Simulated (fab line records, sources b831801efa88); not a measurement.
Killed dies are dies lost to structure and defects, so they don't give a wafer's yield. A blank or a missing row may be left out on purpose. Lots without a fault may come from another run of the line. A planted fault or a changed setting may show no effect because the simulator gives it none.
Which tool did it? | flow gf180mcu | 24 lots, 72 wafers sampled, at 6 steps of a route of 602

WHAT THE GAUGES READ, wafer by wafer
GF_HV_LDD_OVL_MEAS_47. Usual: HV_LDD_03_OVL 0.9 nm, standard deviation 1.3.
lot  | measured     | on         | HV_LDD_03_OVL (nm) | flag
L074 | day 12 04:20 | overlay-02 | 0.0 0.7 0.3        |
L075 | day 12 18:02 | overlay-02 | -0.4 0.9 -0.4      |
L076 | day 12 21:54 | overlay-01 | 1.6 1.5 0.9        |
L077 | day 13 06:52 | overlay-02 | 0.3 -0.6 0.4       |
L078 | day 13 17:59 | overlay-01 | -1.4 1.6 -0.6      |
L079 | day 14 05:05 | overlay-01 | 2.0 2.2 2.5        |
L080 | day 14 11:24 | overlay-02 | -0.3 0.5 0.6       |
L081 | day 14 14:56 | overlay-01 | 1.6 3.4 2.4        |
L082 | day 15 03:29 | overlay-02 | 1.0 1.6 0.9        |
L083 | day 15 03:47 | overlay-01 | 1.1 2.9 2.1        |
L084 | day 15 16:34 | overlay-02 | 0.2 2.0 1.1        |
L085 | day 16 01:15 | overlay-02 | 0.5 -0.5 0.2       |
L086 | day 16 06:25 | overlay-01 | 2.2 0.0 1.8        |
L087 | day 16 22:14 | overlay-01 | 0.4 1.2 0.0        |
L088 | day 17 04:38 | overlay-01 | 0.9 1.7 3.4        |
L089 | day 17 06:11 | overlay-01 | 0.9 0.4 0.4        |
L090 | day 17 12:32 | overlay-01 | 1.3 0.0 -0.6       |
L091 | day 18 18:38 | overlay-01 | 2.1 2.6 3.0        |
L092 | day 18 20:11 | overlay-02 | -0.5 0.2 1.4       |
L093 | day 19 02:23 | overlay-02 | 1.7 2.1 0.2        |
L094 | day 19 03:38 | overlay-02 | 0.2 0.2 1.1        |
L095 | day 19 05:56 | overlay-02 | -2.4 -2.1 -2.7     |
L096 | day 20 00:08 | overlay-01 | 2.3 1.8 2.5        |
L097 | day 20 12:52 | overlay-01 | -0.7 0.3 1.1       |

GF_V3_THK_MEAS_25: measures by xrf. Usual: V3_W_THK 352 nm, standard deviation 5.9.
lot  | measured     | on            | V3_W_THK (nm) | flag
L074 | day 22 03:58 | film_metro-03 | 350 350 353   |
L075 | day 22 17:39 | film_metro-03 | 348 348 351   |
L076 | day 22 23:47 | film_metro-03 | 348 345 349   |
L077 | day 23 10:07 | film_metro-02 | 345 346 340   |
L078 | day 23 22:55 | film_metro-02 | 355 353 354   |
L079 | day 24 11:40 | film_metro-03 | 349 353 352   |
L080 | day 24 15:11 | film_metro-04 | 354 352 354   |
L081 | day 24 18:42 | film_metro-04 | 357 351 356   |
L082 | day 25 08:59 | film_metro-02 | 361 360 362   |
L083 | day 25 09:53 | film_metro-02 | 348 352 352   |
L084 | day 25 19:49 | film_metro-02 | 358 356 361   |
L085 | day 26 04:46 | film_metro-02 | 356 355 360   |
L086 | day 26 09:06 | film_metro-04 | 359 355 356   |
L087 | day 27 01:19 | film_metro-02 | 363 367 365   |
L088 | day 27 05:13 | film_metro-04 | 343 341 347   |
L089 | day 27 07:06 | film_metro-02 | 357 350 354   |
L090 | day 27 11:01 | film_metro-03 | 353 354 353   |
L091 | day 28 12:49 | film_metro-04 | 340 340 342   |
L092 | day 28 14:10 | film_metro-03 | 350 347 350   |
L093 | day 28 20:03 | film_metro-03 | 353 355 353   |
L094 | day 28 21:15 | film_metro-04 | 345 340 348   |
L095 | day 28 23:12 | film_metro-03 | 351 355 356   |
L096 | day 29 15:23 | film_metro-03 | 358 355 355   |
L097 | day 30 01:18 | film_metro-02 | 350 351 352   |

GF_PASSIVATION_BOW_MEAS_14. Usual: PASSIVATION_BOW 134 um, standard deviation 10.
lot  | measured     | on            | PASSIVATION_BOW (um) | flag
L074 | day 28 17:10 | film_metro-03 | 144 131 140          |
L075 | day 29 06:20 | film_metro-03 | 133 116 123          |
L076 | day 29 08:20 | film_metro-03 | 136 134 141          |
L077 | day 29 22:49 | film_metro-04 | 141 154 150          |
L078 | day 30 03:58 | film_metro-04 | 143 138 137          |
L079 | day 30 14:23 | film_metro-04 | 119 115 126          |
L080 | day 30 18:33 | film_metro-03 | 146 132 140          |
L081 | day 30 23:13 | film_metro-01 | 141 141 130          |
L082 | day 31 09:23 | film_metro-04 | 127 130 117          |
L083 | day 31 10:16 | film_metro-04 | 143 143 138          |
L084 | day 31 18:06 | film_metro-04 | 129 131 120          |
L085 | day 32 02:33 | film_metro-01 | 153 130 135          |
L086 | day 32 04:44 | film_metro-01 | 136 133 119          |
L087 | day 32 18:55 | film_metro-04 | 134 122 123          |
L088 | day 32 21:08 | film_metro-03 | 156 142 146          |
L089 | day 32 22:50 | film_metro-03 | 149 143 128          |
L090 | day 33 03:10 | film_metro-04 | 117 124 141          |
L091 | day 34 00:36 | film_metro-01 | 136 125 156          |
L092 | day 34 01:16 | film_metro-04 | 120 126 128          |
L093 | day 34 04:58 | film_metro-03 | 136 139 145          |
L094 | day 34 06:11 | film_metro-04 | 118 126 127          |
L095 | day 34 07:07 | film_metro-04 | 142 142 145          |
L096 | day 34 20:23 | film_metro-03 | 119 135 126          |
L097 | day 35 04:56 | film_metro-01 | 152 146 150          |

WHICH TOOL RAN EACH LOT (tool, then ch and the chambers of the sampled wafers, then the start)
lot  | GF_M2_STRIP_17                       | GF_M4_SPUTTER_02             | GF_M4_STRIP_17
L074 | plasma_asher-03 ch 0,1, day 18 23:58 | pvd_sputter-01, day 22 04:27 | plasma_asher-04 ch 0,1, day 23 03:55
L075 | plasma_asher-03 ch 0, day 19 14:37   | pvd_sputter-04, day 22 18:08 | plasma_asher-03 ch 0,1, day 23 16:43
L076 | plasma_asher-03 ch 0,1, day 19 20:10 | pvd_sputter-03, day 23 00:14 | plasma_asher-01 ch 0,1, day 23 23:12
L077 | plasma_asher-04 ch 0,1, day 20 06:04 | pvd_sputter-01, day 23 11:25 | plasma_asher-01 ch 0,1, day 24 09:46
L078 | plasma_asher-04 ch 0, day 20 20:37   | pvd_sputter-01, day 23 23:24 | plasma_asher-03 ch 0,1, day 24 21:38
L079 | plasma_asher-01 ch 0,1, day 21 09:43 | pvd_sputter-03, day 24 12:09 | plasma_asher-04 ch 0,1, day 25 09:49
L080 | plasma_asher-01 ch 0,1, day 21 14:08 | pvd_sputter-03, day 24 15:39 | plasma_asher-01 ch 0,1, day 25 13:33
L081 | plasma_asher-03 ch 0,1, day 21 17:47 | pvd_sputter-03, day 24 19:11 | plasma_asher-01 ch 0,1, day 25 16:52
L082 | plasma_asher-01 ch 0,1, day 22 08:40 | pvd_sputter-01, day 25 09:29 | plasma_asher-01 ch 0,1, day 26 05:41
L083 | plasma_asher-04 ch 0,1, day 22 10:12 | pvd_sputter-03, day 25 10:22 | plasma_asher-03 ch 0,1, day 26 05:51
L084 | plasma_asher-04 ch 0,1, day 22 21:07 | pvd_sputter-04, day 25 20:17 | plasma_asher-01 ch 0,1, day 26 15:40
L085 | plasma_asher-04 ch 0,1, day 23 07:13 | pvd_sputter-04, day 26 05:15 | plasma_asher-04 ch 0,1, day 27 01:22
L086 | plasma_asher-01 ch 0,1, day 23 12:55 | pvd_sputter-04, day 26 09:35 | plasma_asher-03 ch 0,1, day 27 06:49
L087 | plasma_asher-03 ch 0,1, day 24 04:10 | pvd_sputter-04, day 27 01:48 | plasma_asher-03 ch 0,1, day 27 22:34
L088 | plasma_asher-01 ch 0,1, day 24 11:04 | pvd_sputter-03, day 27 05:53 | plasma_asher-03 ch 0,1, day 28 01:31
L089 | plasma_asher-01 ch 0,1, day 24 11:43 | pvd_sputter-04, day 27 07:35 | plasma_asher-03 ch 0,1, day 28 03:25
L090 | plasma_asher-04 ch 0,1, day 24 16:16 | pvd_sputter-04, day 27 11:30 | plasma_asher-01 ch 0,1, day 28 07:43
L091 | plasma_asher-03 ch 0,1, day 25 21:27 | pvd_sputter-03, day 28 13:16 | plasma_asher-04 ch 0,1, day 29 07:59
L092 | plasma_asher-03 ch 0,1, day 25 22:08 | pvd_sputter-03, day 28 14:40 | plasma_asher-04 ch 0,1, day 29 09:58
L093 | plasma_asher-01 ch 0,1, day 26 03:33 | pvd_sputter-01, day 28 20:31 | plasma_asher-03 ch 0,1, day 29 15:36
L094 | plasma_asher-03 ch 0,1, day 26 04:58 | pvd_sputter-01, day 28 21:44 | plasma_asher-03 ch 0,1, day 29 16:40
L095 | plasma_asher-04 ch 0,1, day 26 06:10 | pvd_sputter-03, day 28 23:47 | plasma_asher-03 ch 0,1, day 29 18:16
L096 | plasma_asher-03 ch 0,1, day 26 22:34 | pvd_sputter-04, day 29 15:53 | plasma_asher-04 ch 0,1, day 30 10:37
L097 | plasma_asher-04 ch 0,1, day 27 09:55 | pvd_sputter-03, day 30 01:47 | plasma_asher-04 ch 0,1, day 30 20:16
- GF_M2_STRIP_17: strips in O2/N2.
- GF_M4_SPUTTER_02: material AlCu, target thk 450 nm, time 23.9 s.
- GF_M4_STRIP_17: strips in O2/N2.

WHAT THE TOOLS THEMSELVES READ (means of the sampled wafers that have a number; where no wafer has one, the mark that the record gives instead)
GF_M2_STRIP_17. Usual: drypump_motor_current_A 5.9 A, standard deviation 0.45; heater_power_w 338 W, standard deviation 21; oes_product_au 0.558 a.u., standard deviation 0.0047; strip_time_to_endpoint_s 7.86 s, standard deviation 0.044.
lot  | tool            | drypump_motor_current_A (A) | heater_power_w (W) | oes_product_au (a.u.) | strip_time_to_endpoint_s (s) | flag
L074 | plasma_asher-03 | 5.8                         | 350                | 0.561                 | 7.83                         |
L075 | plasma_asher-03 | 6.4                         | 345                | 0.555                 | 7.90                         |
L076 | plasma_asher-03 | 5.9                         | 355                | 0.556                 | 7.83                         |
L077 | plasma_asher-04 | 5.6                         | 340                | 0.557                 | 7.82                         |
L078 | plasma_asher-04 | 5.8                         | 353                | 0.557                 | 7.84                         |
L079 | plasma_asher-01 | 6.3                         | 310                | 0.563                 | 7.85                         |
L080 | plasma_asher-01 | 6.3                         | 312                | 0.557                 | 7.80                         |
L081 | plasma_asher-03 | 6.1                         | 357                | 0.561                 | 7.91                         |
L082 | plasma_asher-01 | 6.3                         | 308                | 0.561                 | 7.86                         |
L083 | plasma_asher-04 | 5.5                         | 336                | 0.553                 | 7.87                         |
L084 | plasma_asher-04 | 5.5                         | 350                | 0.557                 | 7.89                         |
L085 | plasma_asher-04 | 5.6                         | 350                | 0.559                 | 7.90                         |
L086 | plasma_asher-01 | 6.2                         | 320                | 0.561                 | 7.90                         |
L087 | plasma_asher-03 | 5.8                         | 358                | 0.553                 | 7.77                         |
L088 | plasma_asher-01 | 6.3                         | 312                | 0.557                 | 7.80                         |
L089 | plasma_asher-01 | 6.2                         | 328                | 0.561                 | 7.85                         |
L090 | plasma_asher-04 | 5.3                         | 333                | 0.557                 | 7.86                         |
L091 | plasma_asher-03 | 6.1                         | 352                | 0.557                 | 7.90                         |
L092 | plasma_asher-03 | 6.1                         | 350                | 0.560                 | 7.92                         |
L093 | plasma_asher-01 | 6.3                         | 310                | 0.556                 | 7.87                         |
L094 | plasma_asher-03 | 6.1                         | 348                | 0.557                 | 7.85                         |
L095 | plasma_asher-04 | 5.5                         | 351                | 0.562                 | 7.90                         |
L096 | plasma_asher-03 | 5.9                         | 354                | 0.561                 | 7.93                         |
L097 | plasma_asher-04 | 5.6                         | 343                | 0.561                 | 7.94                         |

GF_M4_SPUTTER_02. Usual: throttle_valve_pct 29.8 %, standard deviation 1.
lot  | tool           | throttle_valve_pct (%) | flag
L074 | pvd_sputter-01 | 29.6                   |
L075 | pvd_sputter-04 | 29.8                   |
L076 | pvd_sputter-03 | 29.8                   |
L077 | pvd_sputter-01 | 29.6                   |
L078 | pvd_sputter-01 | 29.5                   |
L079 | pvd_sputter-03 | 30.1                   |
L080 | pvd_sputter-03 | 30.5                   |
L081 | pvd_sputter-03 | 30.3                   |
L082 | pvd_sputter-01 | 29.3                   |
L083 | pvd_sputter-03 | 30.0                   |
L084 | pvd_sputter-04 | 29.9                   |
L085 | pvd_sputter-04 | 28.7                   |
L086 | pvd_sputter-04 | 29.6                   |
L087 | pvd_sputter-04 | 29.8                   |
L088 | pvd_sputter-03 | 30.3                   |
L089 | pvd_sputter-04 | 29.0                   |
L090 | pvd_sputter-04 | 27.8                   |
L091 | pvd_sputter-03 | 30.1                   |
L092 | pvd_sputter-03 | 30.2                   |
L093 | pvd_sputter-01 | 30.0                   |
L094 | pvd_sputter-01 | 29.3                   |
L095 | pvd_sputter-03 | 30.2                   |
L096 | pvd_sputter-04 | 30.1                   |
L097 | pvd_sputter-03 | 30.0                   |

GF_M4_STRIP_17. Usual: drypump_motor_current_A 5.9 A, standard deviation 0.45; heater_power_w 338 W, standard deviation 22; oes_product_au 0.557 a.u., standard deviation 0.0047; strip_time_to_endpoint_s 7.86 s, standard deviation 0.038.
lot  | tool            | drypump_motor_current_A (A) | heater_power_w (W) | oes_product_au (a.u.) | strip_time_to_endpoint_s (s) | flag
L074 | plasma_asher-04 | 5.3                         | 334                | 0.556                 | 7.88                         |
L075 | plasma_asher-03 | 5.9                         | 359                | 0.561                 | 7.90                         |
L076 | plasma_asher-01 | 6.2                         | 320                | 0.558                 | 7.87                         |
L077 | plasma_asher-01 | 6.3                         | 307                | 0.556                 | 7.91                         |
L078 | plasma_asher-03 | 5.9                         | 351                | 0.562                 | 7.91                         |
L079 | plasma_asher-04 | 5.3                         | 338                | 0.555                 | 7.89                         |
L080 | plasma_asher-01 | 6.2                         | 319                | 0.561                 | 7.86                         |
L081 | plasma_asher-01 | 6.2                         | 318                | 0.559                 | 7.83                         |
L082 | plasma_asher-01 | 6.2                         | 319                | 0.561                 | 7.91                         |
L083 | plasma_asher-03 | 5.9                         | 356                | 0.556                 | 7.86                         |
L084 | plasma_asher-01 | 6.3                         | 309                | 0.554                 | 7.83                         |
L085 | plasma_asher-04 | 5.3                         | 331                | 0.552                 | 7.85                         |
L086 | plasma_asher-03 | 6.1                         | 354                | 0.558                 | 7.83                         |
L087 | plasma_asher-03 | 5.8                         | 356                | 0.557                 | 7.82                         |
L088 | plasma_asher-03 | 5.9                         | 358                | 0.556                 | 7.88                         |
L089 | plasma_asher-03 | 5.9                         | 361                | 0.558                 | 7.85                         |
L090 | plasma_asher-01 | 6.3                         | 312                | 0.557                 | 7.89                         |
L091 | plasma_asher-04 | 5.6                         | 347                | 0.557                 | 7.84                         |
L092 | plasma_asher-04 | 5.3                         | 334                | 0.556                 | 7.81                         |
L093 | plasma_asher-03 | 5.9                         | 350                | 0.558                 | 7.94                         |
L094 | plasma_asher-03 | 6.1                         | 352                | 0.554                 | 7.86                         |
L095 | plasma_asher-03 | 6.2                         | 350                | 0.564                 | 7.86                         |
L096 | plasma_asher-04 | 5.3                         | 332                | 0.556                 | 7.85                         |
L097 | plasma_asher-04 | 5.3                         | 341                | 0.555                 | 7.82                         |

THE ANSWER, worked out from the rows above alone
Rule: a lot is off if the mean of its wafers that have a number lies more than 3 standard deviations from the usual mean. A lot without any number at a reading at which 4 lots or more have one is off too. The other lots that the step has rows for count as sound. The gauges are gone through in route order, then the tools' own readings, and for those a lot's mean is taken as printed above. The first step at which some lot is off is used, and at that step the reading that is off furthest; a lot without a number counts as furthest.
No lot is off at any reading shown: from this, nothing can be told.

WHAT THE SIMULATOR HAD PUT IN
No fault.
